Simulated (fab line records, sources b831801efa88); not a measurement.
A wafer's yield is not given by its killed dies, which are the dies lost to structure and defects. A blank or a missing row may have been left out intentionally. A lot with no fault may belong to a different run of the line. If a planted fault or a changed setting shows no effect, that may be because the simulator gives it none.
Which of the tools did it? ; flow sky130 ; 33 wafers from 11 lots sampled at 4 of the route's 708 steps

## WHAT THE GAUGES SHOWED, per wafer
SKY_CONTACT_RS_MEAS_25: the measuring method here is four-point-probe.
lot;measured;on;CONTACT_W_RS (ohm/sq)
L514;day 31 16:24;film-metro-03;0.334 0.332 0.337
L515;day 32 01:28;film-metro-04;0.342 0.338 0.338
L516;day 32 19:52;film-metro-01;0.345 0.349 0.347
L519;day 33 14:38;film-metro-01;0.350 0.342 0.342
L520;day 33 17:49;film-metro-03;0.340 0.345 0.343
L525;day 35 02:50;film-metro-03;0.378 0.378 0.375
L526;day 35 23:20;film-metro-01;0.341 0.373 0.373
L530;day 37 02:29;film-metro-01;0.337 0.331 0.329
L535;day 38 21:25;film-metro-03;0.334 0.337 0.339
L536;day 39 05:12;film-metro-03;0.339 0.339 0.338
L537;day 39 13:13;film-metro-04;0.337 0.331 0.335

## WHAT TOOL EACH LOT RAN ON (gives the tool, then ch and the chambers of the sampled wafers, and finally the start)
lot;SKY_LOCAL_INTERCONNECT_METAL_ETCH_14;SKY_CONTACT_CMP_04;SKY_CONTACT_CVD_24
L514;rie-metal-03 ch 0,1, day 30 10:23;cmp-02 ch 0,1,3, day 30 11:25;cvd-w-02 ch 0,1, day 31 16:16
L515;rie-metal-02 ch 1, day 30 20:11;cmp-01 ch 2,3, day 30 21:06;cvd-w-02 ch 0,1, day 32 01:20
L516;rie-metal-02 ch 0,1, day 31 14:01;cmp-01 ch 0,3, day 31 14:53;cvd-w-01 ch 1, day 32 19:46
L519;rie-metal-03 ch 0,1, day 32 08:16;cmp-01 ch 0,2,3, day 32 09:17;cvd-w-01 ch 0,1, day 33 14:31
L520;rie-metal-02 ch 0,1, day 32 12:46;cmp-02 ch 1,2, day 32 13:40;cvd-w-01 ch 0,1, day 33 17:42
L525;rie-metal-03 ch 0,1, day 33 21:40;cmp-01 ch 1,2, day 33 22:35;cvd-w-01 ch 1, day 35 02:43
L526;rie-metal-01 ch 0,1, day 34 19:22;cmp-01 ch 0,1,2, day 34 20:19;cvd-w-01 ch 0,1, day 35 23:14
L530;rie-metal-03 ch 0,1, day 35 21:44;cmp-01 ch 0,1,2, day 35 22:37;cvd-w-02 ch 0,1, day 37 02:22
L535;rie-metal-03 ch 1, day 37 17:43;cmp-02 ch 1,2, day 37 18:35;cvd-w-02 ch 0,1, day 38 21:18
L536;rie-metal-02 ch 0,1, day 38 00:51;cmp-01 ch 0,2, day 38 01:47;cvd-w-02 ch 1, day 39 05:04
L537;rie-metal-03 ch 0, day 38 09:01;cmp-02 ch 1,2,3, day 38 10:02;cvd-w-02 ch 0,1, day 39 13:06
- SKY_LOCAL_INTERCONNECT_METAL_ETCH_14: etches TiN in Cl2/BCl3, stops on PSG, target depth 110 nm, time 31.4 s.
- SKY_CONTACT_CMP_04: polishes SiO2.
- SKY_CONTACT_CVD_24: deposits W, target thk 340 nm, time 102.12 s.

## THE ANSWER, worked out from the rows above alone
Rule: the lots themselves supply what counts as usual. The widest of any qualifying gaps counts: lots, ordered by their means at a reading, are off when they make up no more than a third of the lots, leave a main group of 4 or more, and stand apart from it by 3 or more times the standard deviation of that group's means. The tables above print the reading to a certain number of digits; a main group whose means all agree to those digits is not used. Also off: a lot with no number at a reading for which 4 or more lots have one. All remaining lots with rows at the step are treated as sound.
Off: L525, L526, at SKY_CONTACT_RS_MEAS_25 (CONTACT_W_RS). The main group: mean 0.339 ohm/sq, standard deviation 0.0048.
A tool fits if, at a process step before that reading, it ran every lot that is off, and no sound lot after the first of them. Those tools and the gauges at SKY_CONTACT_RS_MEAS_25 are tried in the same way. One fits: SKY_CONTACT_CVD_24 on cvd-w-01. Its last sound lot is L520 (day 33 17:42), its first lot that is off L525 (day 35 02:43): a fault that began between those two fits.

## WHAT THE SIMULATOR PUT IN
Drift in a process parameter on cvd-w-01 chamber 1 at SKY_CONTACT_CVD_24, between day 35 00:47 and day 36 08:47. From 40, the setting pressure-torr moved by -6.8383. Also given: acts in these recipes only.
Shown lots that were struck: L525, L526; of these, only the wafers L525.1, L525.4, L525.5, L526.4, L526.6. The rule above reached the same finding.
